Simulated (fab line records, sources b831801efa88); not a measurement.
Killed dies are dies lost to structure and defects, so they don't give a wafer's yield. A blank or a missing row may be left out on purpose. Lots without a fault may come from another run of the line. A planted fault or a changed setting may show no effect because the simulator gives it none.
Which tool did it? | flow gf180mcu | 12 lots, 36 wafers sampled, at 5 steps of a route of 602

WHAT THE GAUGES READ, wafer by wafer
GF_V4_THK_MEAS_25: measures by xrf. Usual: V4_W_THK 349 nm, standard deviation 6.1.
lot  | measured     | on            | V4_W_THK (nm) | flag
L314 | day 24 14:13 | film_metro-04 | 341 346 340   |
L315 | day 24 20:05 | film_metro-04 | 343 339 344   |
L320 | day 26 19:29 | film_metro-04 | 341 341 343   |
L323 | day 27 15:11 | film_metro-01 | 359 358 365   |
L326 | day 28 05:54 | film_metro-03 | 347 350 350   |
L327 | day 28 20:51 | film_metro-04 | 357 352 360   |
L328 | day 28 23:47 | film_metro-03 | 366 360 364   |
L329 | day 29 07:58 | film_metro-04 | 347 343 345   |
L331 | day 29 19:52 | film_metro-04 | 346 342 350   |
L334 | day 30 14:14 | film_metro-03 | 345 346 342   |
L336 | day 31 06:23 | film_metro-03 | 339 336 338   |
L337 | day 31 07:46 | film_metro-03 | 341 347 342   |

GF_MIM_THK_MEAS_06. Usual: MIM_CVD_05_THK 41.9 nm, standard deviation 0.55.
lot  | measured     | on            | MIM_CVD_05_THK (nm) | flag
L314 | day 24 14:50 | film_metro-03 | 42.1 43.5 42.6      |
L315 | day 24 20:42 | film_metro-03 | 41.4 41.1 42.3      |
L320 | day 26 20:10 | film_metro-04 | 41.5 41.6 41.7      |
L323 | day 27 15:47 | film_metro-04 | 39.6 39.7 39.7      | OFF
L326 | day 28 06:31 | film_metro-03 | 40.8 41.8 42.4      |
L327 | day 28 21:28 | film_metro-04 | 39.4 39.9 39.8      | OFF
L328 | day 29 00:26 | film_metro-02 | 42.2 41.9 43.1      |
L329 | day 29 08:34 | film_metro-04 | 41.2 41.6 42.0      |
L331 | day 29 20:30 | film_metro-04 | 42.8 42.4 42.2      |
L334 | day 30 14:53 | film_metro-02 | 42.6 43.4 42.3      |
L336 | day 31 07:00 | film_metro-04 | 41.7 41.2 41.7      |
L337 | day 31 08:25 | film_metro-04 | 42.3 42.3 42.1      |

WHICH TOOL RAN EACH LOT (tool, then ch and the chambers of the sampled wafers, then the start)
lot  | GF_V3_CMP_26                  | GF_V4_SPUTTER_21             | GF_MIM_CVD_05
L314 | cmp-01 ch 0,2, day 22 13:40   | pvd_sputter-03, day 24 13:52 | pecvd-03 ch 1,2, day 24 14:47
L315 | cmp-02 ch 0,1,3, day 22 20:52 | pvd_sputter-03, day 24 19:46 | pecvd-02 ch 0,1,2, day 24 20:40
L320 | cmp-02 ch 0,1,3, day 24 22:08 | pvd_sputter-03, day 26 19:07 | pecvd-02 ch 0,2, day 26 20:07
L323 | cmp-01 ch 0,1, day 25 19:25   | pvd_sputter-03, day 27 14:50 | pecvd-02 ch 0,2, day 27 15:46
L326 | cmp-02 ch 0,3, day 26 10:50   | pvd_sputter-03, day 28 05:32 | pecvd-01 ch 1,2, day 28 06:28
L327 | cmp-02 ch 2,3, day 27 01:53   | pvd_sputter-03, day 28 20:30 | pecvd-02 ch 0,1,2, day 28 21:25
L328 | cmp-01 ch 0,2,3, day 27 05:29 | pvd_sputter-02, day 28 23:28 | pecvd-01 ch 0,2, day 29 00:25
L329 | cmp-02 ch 1,3, day 27 14:14   | pvd_sputter-02, day 29 07:36 | pecvd-01 ch 1,2, day 29 08:31
L331 | cmp-01 ch 0,1,2, day 28 02:38 | pvd_sputter-04, day 29 19:32 | pecvd-03 ch 0,1,2, day 29 20:28
L334 | cmp-01 ch 2,3, day 28 22:05   | pvd_sputter-03, day 30 13:54 | pecvd-03 ch 0,1,2, day 30 14:50
L336 | cmp-01 ch 0,2, day 29 14:42   | pvd_sputter-04, day 31 06:03 | pecvd-03 ch 0,1, day 31 06:58
L337 | cmp-01 ch 0,1,2, day 29 15:25 | pvd_sputter-03, day 31 07:25 | pecvd-01 ch 0,2, day 31 08:22
- GF_V3_CMP_26: polishes, stops on SiO2, t overpolish 15 s, target thk 0 nm.
- GF_V4_SPUTTER_21: material Ti, target thk 15 nm, time 80.02 s.
- GF_MIM_CVD_05: deposits Si3N4, target thk 42 nm, time 29.086 s.

WHAT THE TOOLS THEMSELVES READ (means of the sampled wafers that have a number; where no wafer has one, the mark that the record gives instead)
GF_V3_CMP_26. Usual: head_pressure_psi 3.500 psi, standard deviation 0.0079; motor_current_A 10.7 A, standard deviation 1.2; overpolish_run_s 15.000 s, standard deviation 0.0085; slurry_filter_dp_kPa 13.50 kPa, standard deviation 0.13; time_to_endpoint_s 83 s, standard deviation 3.9.
lot  | tool   | head_pressure_psi (psi) | motor_current_A (A) | overpolish_run_s (s) | slurry_filter_dp_kPa (kPa) | time_to_endpoint_s (s) | flag
L314 | cmp-01 | 3.506                   | 10.7                | 15.000               | 13.46                      | 86                     |
L315 | cmp-02 | 3.500                   | 10.9                | 15.002               | 13.40                      | 86                     |
L320 | cmp-02 | 3.500                   | 10.9                | 14.991               | 13.55                      | 84                     |
L323 | cmp-01 | 3.501                   | 10.0                | 15.005               | 13.43                      | 80                     |
L326 | cmp-02 | 3.497                   | 10.7                | 14.999               | 13.47                      | 86                     |
L327 | cmp-02 | 3.499                   | 10.7                | 15.001               | 13.53                      | 81                     |
L328 | cmp-01 | 3.499                   | 10.0                | 15.002               | 13.47                      | 81                     |
L329 | cmp-02 | 3.499                   | 11.7                | 15.000               | 13.45                      | 85                     |
L331 | cmp-01 | 3.497                   | 10.9                | 14.996               | 13.56                      | 82                     |
L334 | cmp-01 | 3.485                   | 10.0                | 15.007               | 13.49                      | 80                     |
L336 | cmp-01 | 3.495                   | 9.8                 | 15.005               | 13.37                      | 81                     |
L337 | cmp-01 | 3.502                   | 10.8                | 15.001               | 13.54                      | 80                     |

GF_V4_SPUTTER_21. Usual: chamber_pressure_pa 5.001 Pa, standard deviation 0.01; throttle_valve_pct 29.4 %, standard deviation 1.1.
lot  | tool           | chamber_pressure_pa (Pa) | throttle_valve_pct (%) | flag
L314 | pvd_sputter-03 | 5.000                    | 29.3                   |
L315 | pvd_sputter-03 | 5.004                    | 29.0                   |
L320 | pvd_sputter-03 | 5.003                    | 29.0                   |
L323 | pvd_sputter-03 | 4.996                    | 29.3                   |
L326 | pvd_sputter-03 | 4.999                    | 29.3                   |
L327 | pvd_sputter-03 | 4.998                    | 29.2                   |
L328 | pvd_sputter-02 | 4.999                    | 29.9                   |
L329 | pvd_sputter-02 | 5.005                    | 29.8                   |
L331 | pvd_sputter-04 | 4.997                    | 30.2                   |
L334 | pvd_sputter-03 | 4.997                    | 29.2                   |
L336 | pvd_sputter-04 | 5.004                    | 30.1                   |
L337 | pvd_sputter-03 | 5.001                    | 29.1                   |

GF_MIM_CVD_05. Usual: heater_power_w 672 W, standard deviation 110; rf_fwd_power_W 444.2 W, standard deviation 2.9; temp_max_c 399.99 C, standard deviation 0.22.
lot  | tool     | heater_power_w (W) | rf_fwd_power_W (W) | temp_max_c (C) | flag
L314 | pecvd-03 | 641                | 444.9              | 400.09         |
L315 | pecvd-02 | 755                | 445.2              | 399.90         |
L320 | pecvd-02 | 631                | 442.3              | 400.01         |
L323 | pecvd-02 | 770                | 368.3              | 400.06         | OFF
L326 | pecvd-01 | 632                | 445.3              | 400.33         |
L327 | pecvd-02 | 738                | 369.9              | 399.92         | OFF
L328 | pecvd-01 | 591                | 443.2              | 399.97         |
L329 | pecvd-01 | 675                | 443.1              | 399.90         |
L331 | pecvd-03 | 596                | 445.0              | 400.05         |
L334 | pecvd-03 | 612                | 443.7              | 399.97         |
L336 | pecvd-03 | 598                | 445.5              | 399.93         |
L337 | pecvd-01 | 587                | 442.3              | 400.00         |

THE ANSWER, worked out from the rows above alone
Rule: a lot is off if the mean of its wafers that have a number lies more than 3 standard deviations from the usual mean. A lot without any number at a reading at which 4 lots or more have one is off too. The other lots that the step has rows for count as sound. The gauges are gone through in route order, then the tools' own readings, and for those a lot's mean is taken as printed above. The first step at which some lot is off is used, and at that step the reading that is off furthest; a lot without a number counts as furthest.
Off: L323, L327, at GF_MIM_THK_MEAS_06 (MIM_CVD_05_THK).
A tool fits if, at a process step before that reading, it ran every lot that is off, and no sound lot after the first of them. The gauges at GF_MIM_THK_MEAS_06 aren't tried: what is off there is off at GF_MIM_CVD_05 too, on other tools, and a gauge's error can't cause that. One fits: pecvd-02 at GF_MIM_CVD_05. Its last sound lot is L320 (day 26 20:07), its first lot that is off L323 (day 27 15:46): a fault that began between those two fits.
The tool's own readings at GF_MIM_CVD_05 bear it out: on the lots that are off they differ by more than 5 times the standard deviation of the sound lots' means. rf_fwd_power_W reads 369.1 W there against 444.1 W on the sound lots.

WHAT THE SIMULATOR HAD PUT IN
Process parameter drift: pecvd-02, from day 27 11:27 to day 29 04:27, at GF_MIM_CVD_05. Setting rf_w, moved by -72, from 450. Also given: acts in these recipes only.
Lots struck among those shown: L323, L327. The rule above found the same.
